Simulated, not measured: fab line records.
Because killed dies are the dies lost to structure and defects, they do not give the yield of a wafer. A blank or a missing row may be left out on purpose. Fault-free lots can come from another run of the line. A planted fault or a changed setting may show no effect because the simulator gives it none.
Which tool was responsible?	flow sky130	11 lots with 32 wafers sampled at 4 steps, on a route of 708 steps

== WHAT EACH GAUGE READ, for each wafer ==
SKY_SPACER_THK_MEAS_01.
lot	measured	on	SPACER_CVD_00_THK (nm)
L235	day 24 03:40	film metro-03	43.2 43.2 43.1
L236	day 24 13:02	film metro-03	46.3 46.1 46.4
L237	day 24 23:10	film metro-04	46.2 46.8 46.4
L244	day 27 09:56	film metro-03	43.0 42.8 42.9
L246	day 28 04:48	film metro-04	42.7 42.5 42.8
L248	day 28 15:09	film metro-01	42.5 42.7 42.5
L251	day 30 14:31	film metro-03	43.7 43.4 43.1
L252	day 30 15:44	film metro-03	42.9 43.1 42.8
L250	day 30 16:56	film metro-03	42.6 43.1
L253	day 30 16:56	film metro-04	42.8 42.6 42.8
L254	day 30 18:08	film metro-03	43.6 43.5 43.1

SKY_LI_CONTACT_BOW_MEAS_03.
lot	measured	on	LI_CONTACT_BOW (um)
L235	day 29 02:07	film metro-04	64 45 62
L236	day 29 10:06	film metro-04	64 56 61
L237	day 29 20:40	film metro-02	49 40 58
L244	day 32 05:41	film metro-04	64 52 55
L246	day 32 22:34	film metro-02	57 46 53
L248	day 33 06:24	film metro-02	67 62 50
L251	day 35 03:11	film metro-03	59 51 62
L252	day 35 04:13	film metro-04	59 54 49
L250	day 35 07:05	film metro-02	60 46
L253	day 35 06:50	film metro-02	47 61 47
L254	day 35 07:30	film metro-02	68 65 65

== WHICH TOOL RAN EACH LOT (tool, then ch and the chambers of the sampled wafers, then the start) ==
lot	SKY_SPACER_CVD_00	SKY_SPACER_ETCHBACK_02
L235	lpcvd-02 ch 1, day 24 02:26	rie diel-02 ch 1,2,3, day 24 03:42
L236	lpcvd-02 ch 1, day 24 11:49	rie diel-03 ch 0,1,2, day 24 13:05
L237	lpcvd-02 ch 1, day 24 21:57	rie diel-03 ch 0,1,2, day 24 23:13
L244	lpcvd-02 ch 1, day 27 08:43	rie diel-01 ch 0,2,3, day 27 09:59
L246	lpcvd-02 ch 0, day 28 03:34	rie diel-02 ch 0,1,3, day 28 04:50
L248	lpcvd-02 ch 0, day 28 13:57	rie diel-01 ch 1,2,3, day 28 15:13
L251	lpcvd-02 ch 0, day 30 13:19	rie diel-01 ch 0,3, day 30 14:34
L252	lpcvd-02 ch 1, day 30 14:31	rie diel-01 ch 2,3, day 30 15:47
L250	lpcvd-02 ch 0, day 30 15:43	rie diel-02 ch 0,1, day 30 16:59
L253	lpcvd-02 ch 0, day 30 15:43	rie diel-03 ch 0,1,3, day 30 16:59
L254	lpcvd-02 ch 0, day 30 16:55	rie diel-02 ch 0,2,3, day 30 18:11
- SKY_SPACER_CVD_00: deposits Si3N4 from DCS/NH3, target thk 43.1 nm, time 740 s.
- SKY_SPACER_ETCHBACK_02: etches Si3N4 in CH3F/O2, stops on SiO2, time 46.7 s, target depth 45 nm.

== WHAT THE TOOLS THEMSELVES READ (means of the sampled wafers that have a number; where no wafer has one, the mark that the record gives instead) ==
SKY_SPACER_CVD_00.
lot	tool	spike tc bottom C (C)
L235	lpcvd-02	789.1
L236	lpcvd-02	788.3
L237	lpcvd-02	788.8
L244	lpcvd-02	789.0
L246	lpcvd-02	787.6
L248	lpcvd-02	790.2
L251	lpcvd-02	789.6
L252	lpcvd-02	788.7
L250	lpcvd-02	789.6
L253	lpcvd-02	788.7
L254	lpcvd-02	790.0

SKY_SPACER_ETCHBACK_02.
lot	tool	bias w (W)	drypump motor current A (A)	oes product au (a.u.)	throttle valve pct (%)
L235	rie diel-02	80.15	6.3	0.850	10.559
L236	rie diel-03	80.26	6.2	0.893	10.574
L237	rie diel-03	80.06	6.2	0.890	10.570
L244	rie diel-01	80.18	5.5	0.857	10.559
L246	rie diel-02	80.03	6.1	0.848	10.565
L248	rie diel-01	79.99	5.3	0.850	10.558
L251	rie diel-01	79.85	5.9	0.859	10.567
L252	rie diel-01	80.35	5.3	0.856	10.559
L250	rie diel-02	80.20	6.1	0.853	10.563
L253	rie diel-03	80.07	6.2	0.857	10.559
L254	rie diel-02	80.20	5.9	0.856	10.564

== THE ANSWER, worked out from the rows above alone ==
Rule: the usual values come from the lots themselves. The widest of any qualifying gaps counts: lots, ordered by their means at a reading, are off when they make up no more than a third of the lots, leave a main group of 4 or more, and stand apart from it by 3 or more times the standard deviation of that group's means. The tables above print the reading to a certain number of digits; a main group whose means all agree to those digits is not used. Also off: a lot with no number at a reading for which 4 or more lots have one. The other lots that the step has rows for count as sound. The gauges are gone through in route order, then the tools' own readings, and for those a lot's mean is taken as printed above. At the first step where some lot is off, the reading lying furthest off is the one used; lots without a number count as furthest.
Off: L236, L237, at SKY_SPACER_THK_MEAS_01 (SPACER_CVD_00_THK). The main group: mean 43.0 nm, standard deviation 0.29.
If a tool, at a process step before that reading, ran all the lots that are off and no sound lot after the first of them, it fits. The gauges at SKY_SPACER_THK_MEAS_01 aren't tried: what is off there is off at SKY_SPACER_ETCHBACK_02 too, on other tools, and a gauge's error can't cause that. Not one of the candidates tried fits.

== WHAT WAS PUT IN BY THE SIMULATOR ==
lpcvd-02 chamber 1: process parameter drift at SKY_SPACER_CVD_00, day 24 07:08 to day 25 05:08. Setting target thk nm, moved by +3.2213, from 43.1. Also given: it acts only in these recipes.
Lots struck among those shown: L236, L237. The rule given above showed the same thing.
